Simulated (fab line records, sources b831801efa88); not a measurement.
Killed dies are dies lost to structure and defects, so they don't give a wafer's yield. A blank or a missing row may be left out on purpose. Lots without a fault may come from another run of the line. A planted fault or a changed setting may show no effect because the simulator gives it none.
Which tool did it? | flow gf180mcu | 24 lots, 72 wafers sampled, at 5 steps of a route of 602

WHAT THE GAUGES READ, wafer by wafer
GF_HV_LDD_TW_MEAS_11. Usual: HV_LDD_TW 2400, standard deviation 36.
lot  | measured     | on            | HV_LDD_TW      | flag
L074 | day 9 23:28  | film_metro-04 | 2396 2393 2393 |
L075 | day 10 05:22 | film_metro-01 | 2361 2368 2377 |
L076 | day 10 10:27 | film_metro-03 | 2463 2458 2465 |
L077 | day 10 20:20 | film_metro-03 | 2451 2454 2457 |
L078 | day 11 01:52 | film_metro-01 | 2375 2383 2365 |
L079 | day 11 06:27 | film_metro-01 | 2366 2382 2367 |
L080 | day 11 19:05 | film_metro-04 | 2386 2384 2406 |
L081 | day 12 12:02 | film_metro-04 | 2383 2386 2379 |
L082 | day 12 12:32 | film_metro-01 | 2349 2356 2341 |
L083 | day 12 22:44 | film_metro-04 | 2393 2383 2385 |
L084 | day 13 17:29 | film_metro-01 | 2376 2386 2381 |
L085 | day 14 04:18 | film_metro-04 | 2401 2401 2397 |
L087 | day 14 13:17 | film_metro-01 | 2385 2379 2379 |
L086 | day 14 11:29 | film_metro-04 | 2402 2417 2401 |
L088 | day 14 15:14 | film_metro-04 | 2398 2414 2412 |
L089 | day 14 22:14 | film_metro-01 | 2372 2365 2364 |
L090 | day 14 21:53 | film_metro-04 | 2424 2415 2412 |
L091 | day 15 06:54 | film_metro-01 | 2361 2380 2359 |
L092 | day 15 09:19 | film_metro-03 | 2474 2483 2466 |
L093 | day 15 19:59 | film_metro-01 | 2359 2360 2375 |
L094 | day 16 01:59 | film_metro-01 | 2364 2375 2365 |
L095 | day 16 09:46 | film_metro-03 | 2442 2453 2458 |
L096 | day 16 15:27 | film_metro-04 | 2405 2398 2403 |
L097 | day 16 23:48 | film_metro-03 | 2462 2455 2457 |

GF_PSD_RS_MEAS_15: measures by four-point-probe. Usual: PSD_RS 108.53 ohm/sq, standard deviation 0.25.
lot  | measured     | on            | PSD_RS (ohm/sq)      | flag
L074 | day 14 01:14 | film_metro-04 | 108.96 108.70 108.88 |
L075 | day 14 09:09 | film_metro-04 | 108.38 108.20 108.37 |
L076 | day 14 15:27 | film_metro-02 | 108.33 108.32 108.19 |
L077 | day 15 02:11 | film_metro-04 | 108.40 108.35 108.29 |
L078 | day 15 08:02 | film_metro-02 | 108.61 108.92 109.04 |
L079 | day 15 14:27 | film_metro-03 | 108.74 108.88 108.84 |
L080 | day 16 03:35 | film_metro-03 | 108.49 108.30 108.32 |
L081 | day 17 01:56 | film_metro-03 | 109.00 108.68 108.97 |
L082 | day 17 02:53 | film_metro-02 | 108.16 108.48 108.05 |
L083 | day 17 15:35 | film_metro-03 | 107.89 108.39 108.51 |
L084 | day 18 14:45 | film_metro-04 | 108.94 108.66 108.52 |
L085 | day 19 01:04 | film_metro-04 | 108.87 108.94 108.82 |
L087 | day 19 13:52 | film_metro-04 | 108.62 108.44 108.39 |
L086 | day 19 07:49 | film_metro-02 | 108.75 109.11 108.82 |
L088 | day 19 16:21 | film_metro-02 | 108.56 108.66 108.75 |
L089 | day 19 23:40 | film_metro-02 | 108.36 108.47 108.38 |
L090 | day 19 20:27 | film_metro-02 | 108.53 108.39 108.59 |
L091 | day 20 07:10 | film_metro-04 | 108.54 108.56 108.69 |
L092 | day 20 21:00 | film_metro-04 | 108.75 108.45 108.20 |
L093 | day 20 21:13 | film_metro-02 | 108.41 108.29 108.09 |
L094 | day 21 03:47 | film_metro-02 | 108.73 108.56 108.46 |
L095 | day 21 13:03 | film_metro-03 | 108.18 108.39 108.49 |
L096 | day 21 19:46 | film_metro-02 | 108.71 108.83 108.74 |
L097 | day 22 04:46 | film_metro-03 | 108.64 108.53 108.57 |

GF_CONTACT_THK_MEAS_03. Usual: CONTACT_CVD_02_THK 857 nm, standard deviation 9.7.
lot  | measured     | on            | CONTACT_CVD_02_THK (nm) | flag
L074 | day 14 22:14 | film_metro-03 | 854 868 870             |
L075 | day 15 07:04 | film_metro-03 | 851 841 849             |
L076 | day 15 14:13 | film_metro-01 | 848 847 854             |
L077 | day 16 01:50 | film_metro-03 | 847 859 855             |
L078 | day 16 07:15 | film_metro-03 | 866 860 864             |
L079 | day 16 13:45 | film_metro-03 | 839 854 864             |
L080 | day 17 02:44 | film_metro-04 | 852 835 869             |
L081 | day 18 02:34 | film_metro-01 | 838 849 863             |
L082 | day 18 04:06 | film_metro-01 | 852 860 865             |
L083 | day 18 16:30 | film_metro-01 | 857 867 869             |
L084 | day 19 16:09 | film_metro-04 | 866 875 861             |
L085 | day 20 02:29 | film_metro-03 | 849 869 871             |
L087 | day 20 15:08 | film_metro-03 | 848 856 865             |
L086 | day 20 15:02 | film_metro-03 | 858 876 862             |
L088 | day 20 17:09 | film_metro-01 | 855 859 871             |
L089 | day 20 23:41 | film_metro-04 | 852 855 861             |
L090 | day 20 21:34 | film_metro-03 | 867 858 873             |
L091 | day 21 08:29 | film_metro-04 | 852 873 862             |
L092 | day 21 22:29 | film_metro-04 | 861 851 878             |
L093 | day 21 22:47 | film_metro-01 | 854 841 862             |
L094 | day 22 04:52 | film_metro-04 | 858 859 841             |
L095 | day 22 13:04 | film_metro-03 | 850 840 860             |
L096 | day 22 20:16 | film_metro-03 | 850 872 860             |
L097 | day 23 05:05 | film_metro-04 | 850 867 850             |

WHICH TOOL RAN EACH LOT (tool, then ch and the chambers of the sampled wafers, then the start)
lot  | GF_STI_CMP_25                | GF_VT_IMPLANT_RTA_45
L074 | cmp-02 ch 0,1, day 2 04:14   | rtp_anneal-01 ch 0, day 7 13:47
L075 | cmp-01 ch 0,2,3, day 2 09:07 | rtp_anneal-01 ch 0, day 7 19:07
L076 | cmp-02 ch 0,1,2, day 2 12:55 | rtp_anneal-01 ch 0, day 7 23:23
L077 | cmp-01 ch 0,1,3, day 2 19:08 | rtp_anneal-02 ch 0, day 8 08:43
L078 | cmp-02 ch 2,3, day 3 00:10   | rtp_anneal-01 ch 0, day 8 14:02
L079 | cmp-02 ch 0,1,2, day 3 04:47 | rtp_anneal-01 ch 0, day 8 17:06
L080 | cmp-01 ch 0,1,3, day 3 11:08 | rtp_anneal-02 ch 0, day 9 05:23
L081 | cmp-01 ch 1,2,3, day 3 15:49 | rtp_anneal-02 ch 0, day 9 10:04
L082 | cmp-01 ch 0,3, day 3 20:57   | rtp_anneal-02 ch 0, day 9 18:14
L083 | cmp-01 ch 0,2,3, day 4 03:14 | rtp_anneal-01 ch 0, day 10 02:44
L084 | cmp-01 ch 2,3, day 4 10:03   | rtp_anneal-02 ch 0, day 10 16:33
L085 | cmp-01 ch 0,1, day 4 16:58   | rtp_anneal-02 ch 0, day 11 03:59
L087 | cmp-01 ch 0,1, day 4 23:44   | rtp_anneal-02 ch 0, day 11 09:41
L086 | cmp-02 ch 0,1,3, day 4 23:50 | rtp_anneal-01 ch 0, day 11 07:05
L088 | cmp-02 ch 2,3, day 5 04:53   | rtp_anneal-01 ch 0, day 11 11:07
L089 | cmp-02 ch 1,2,3, day 5 13:13 | rtp_anneal-01 ch 0, day 11 21:31
L090 | cmp-02 ch 0,2,3, day 5 13:28 | rtp_anneal-02 ch 0, day 11 23:11
L091 | cmp-01 ch 0,1,2, day 5 21:49 | rtp_anneal-02 ch 0, day 12 09:07
L092 | cmp-01 ch 0,2, day 6 01:14   | rtp_anneal-01 ch 0, day 12 11:43
L093 | cmp-02 ch 0,1,3, day 6 04:34 | rtp_anneal-01 ch 0, day 12 19:50
L094 | cmp-01 ch 0,1,3, day 6 11:10 | rtp_anneal-02 ch 0, day 13 02:02
L095 | cmp-02 ch 0,3, day 6 16:12   | rtp_anneal-02 ch 0, day 13 10:14
L096 | cmp-01 ch 0,2,3, day 6 20:32 | rtp_anneal-02 ch 0, day 13 14:35
L097 | cmp-01 ch 2,3, day 7 02:29   | rtp_anneal-02 ch 0, day 13 21:12
- GF_STI_CMP_25: polishes, stops on Si3N4, t overpolish 33 s, target thk 524.6 nm.
- GF_VT_IMPLANT_RTA_45: time 30 s.

WHAT THE TOOLS THEMSELVES READ (means of the sampled wafers that have a number; where no wafer has one, the mark that the record gives instead)
GF_STI_CMP_25. Usual: motor_current_A 12.9 A, standard deviation 1.1; overpolish_run_s 32.999 s, standard deviation 0.0089; time_to_endpoint_s 125 s, standard deviation 5.3.
lot  | tool   | motor_current_A (A) | overpolish_run_s (s) | time_to_endpoint_s (s) | flag
L074 | cmp-02 | 13.9                | 32.995               | 129                    |
L075 | cmp-01 | 11.8                | 33.002               | 125                    |
L076 | cmp-02 | 13.3                | 33.001               | 126                    |
L077 | cmp-01 | 12.1                | 33.005               | 123                    |
L078 | cmp-02 | 13.5                | 33.001               | 121                    |
L079 | cmp-02 | 12.9                | 32.988               | 131                    |
L080 | cmp-01 | 12.2                | 32.996               | 126                    |
L081 | cmp-01 | 13.0                | 32.998               | 127                    |
L082 | cmp-01 | 11.8                | 33.003               | 126                    |
L083 | cmp-01 | 12.1                | 32.995               | 124                    |
L084 | cmp-01 | 12.3                | 33.003               | 128                    |
L085 | cmp-01 | 12.7                | 32.992               | 120                    |
L087 | cmp-01 | 12.2                | 32.992               | 120                    |
L086 | cmp-02 | 13.7                | 33.007               | 126                    |
L088 | cmp-02 | 13.1                | 32.995               | 121                    |
L089 | cmp-02 | 13.1                | 32.997               | 124                    |
L090 | cmp-02 | 13.7                | 32.993               | 121                    |
L091 | cmp-01 | 12.8                | 33.005               | 127                    |
L092 | cmp-01 | 12.4                | 32.992               | 124                    |
L093 | cmp-02 | 14.2                | 32.991               | 127                    |
L094 | cmp-01 | 12.4                | 32.991               | 124                    |
L095 | cmp-02 | 14.3                | 33.000               | 122                    |
L096 | cmp-01 | 12.1                | 33.001               | 122                    |
L097 | cmp-01 | 12.0                | 32.990               | 126                    |

GF_VT_IMPLANT_RTA_45. Usual: lamp_power_pct 40.10 %, standard deviation 0.14; wafer_temp_C_max 1055.1, standard deviation 1.
lot  | tool          | lamp_power_pct (%) | wafer_temp_C_max | flag
L074 | rtp_anneal-01 | 39.94              | 1056.0           |
L075 | rtp_anneal-01 | 40.00              | 1055.9           |
L076 | rtp_anneal-01 | 39.96              | 1053.9           |
L077 | rtp_anneal-02 | 40.24              | 1054.6           |
L078 | rtp_anneal-01 | 39.94              | 1054.2           |
L079 | rtp_anneal-01 | 39.97              | 1056.0           |
L080 | rtp_anneal-02 | 40.22              | 1054.5           |
L081 | rtp_anneal-02 | 40.18              | 1055.7           |
L082 | rtp_anneal-02 | 40.17              | 1054.9           |
L083 | rtp_anneal-01 | 39.95              | 1057.2           |
L084 | rtp_anneal-02 | 40.21              | 1054.8           |
L085 | rtp_anneal-02 | 40.22              | 1054.2           |
L087 | rtp_anneal-02 | 40.26              | 1054.5           |
L086 | rtp_anneal-01 | 39.94              | 1054.8           |
L088 | rtp_anneal-01 | 39.92              | 1056.3           |
L089 | rtp_anneal-01 | 39.96              | 1055.6           |
L090 | rtp_anneal-02 | 40.22              | 1054.0           |
L091 | rtp_anneal-02 | 40.22              | 1054.3           |
L092 | rtp_anneal-01 | 39.96              | 1056.2           |
L093 | rtp_anneal-01 | 39.98              | 1055.2           |
L094 | rtp_anneal-02 | 40.21              | 1055.1           |
L095 | rtp_anneal-02 | 40.19              | 1055.9           |
L096 | rtp_anneal-02 | 40.21              | 1054.1           |
L097 | rtp_anneal-02 | 40.23              | 1054.5           |

THE ANSWER, worked out from the rows above alone
Rule: a lot is off if the mean of its wafers that have a number lies more than 3 standard deviations from the usual mean. A lot without any number at a reading at which 4 lots or more have one is off too. The other lots that the step has rows for count as sound. The gauges are gone through in route order, then the tools' own readings, and for those a lot's mean is taken as printed above. The first step at which some lot is off is used, and at that step the reading that is off furthest; a lot without a number counts as furthest.
No lot is off at any reading shown: from this, nothing can be told.

WHAT THE SIMULATOR HAD PUT IN
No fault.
